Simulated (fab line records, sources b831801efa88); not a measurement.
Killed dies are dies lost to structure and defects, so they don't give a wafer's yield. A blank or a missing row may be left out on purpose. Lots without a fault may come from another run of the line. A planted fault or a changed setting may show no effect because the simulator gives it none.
Chamber matching | flow sky130 | SKY_CONTACT_ETCH_17 on rie_diel-01: 4 sister chambers
The step etches SiO2 in C4F8/O2/Ar, stops on Si3N4, target depth 340 nm. 7 wafers are shown with their chamber, then 10 later ones without.

WAFERS WITH THEIR CHAMBER
wafer  | chamber | oes_product_au (a.u.)
L080.1 | 3       | 0.901
L080.2 | 0       | 0.887
L080.5 | 2       | 0.888
L081.1 | 3       | 0.893
L081.6 | 0       | 0.890
L083.1 | 1       | 0.883
L083.5 | 1       | 0.896

WAFERS WITHOUT THEIR CHAMBER
wafer  | oes_product_au (a.u.)
L083.6 | 0.890
L086.2 | 0.893
L086.3 | 0.892
L086.4 | 0.891
L087.4 | 0.889
L087.5 | 0.889
L087.6 | 0.884
L093.1 | 0.895
L093.2 | 0.891
L093.5 | 0.892

WHICH CHAMBER EACH WENT THROUGH
wafer  | from the rows above               | in truth
L083.6 | can't be placed: 1 or 0 or 2 or 3 | 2
L086.2 | can't be placed: 1 or 3 or 0 or 2 | 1
L086.3 | can't be placed: 1 or 0 or 2 or 3 | 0
L086.4 | can't be placed: 1 or 0 or 2 or 3 | 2
L087.4 | can't be placed: 0 or 1 or 2 or 3 | 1
L087.5 | can't be placed: 0 or 1 or 2 or 3 | 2
L087.6 | can't be placed: 2 or 0 or 1 or 3 | 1
L093.1 | can't be placed: 3 or 1 or 0 or 2 | 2
L093.2 | can't be placed: 1 or 0 or 2 or 3 | 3
L093.5 | can't be placed: 1 or 0 or 2 or 3 | 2
Placed correctly: 0 of 10. Can't be placed from these rows: 10 (the true chamber is among the candidates in 10). Placed wrongly: 0.
How it was worked out, from the rows above alone: a wafer's distance from a chamber is the root of the sum, over the readings, of the square of ((its reading less the chamber's mean) divided by the reading's scatter). The wafer belongs to the nearest chamber; if the next one is less than 2 further off, it can't be placed. A chamber's mean is the mean of its shown wafers. The scatter: the root of (the sum of the squares of (reading less its chamber's mean) over the shown wafers, divided by (wafers less chambers)).
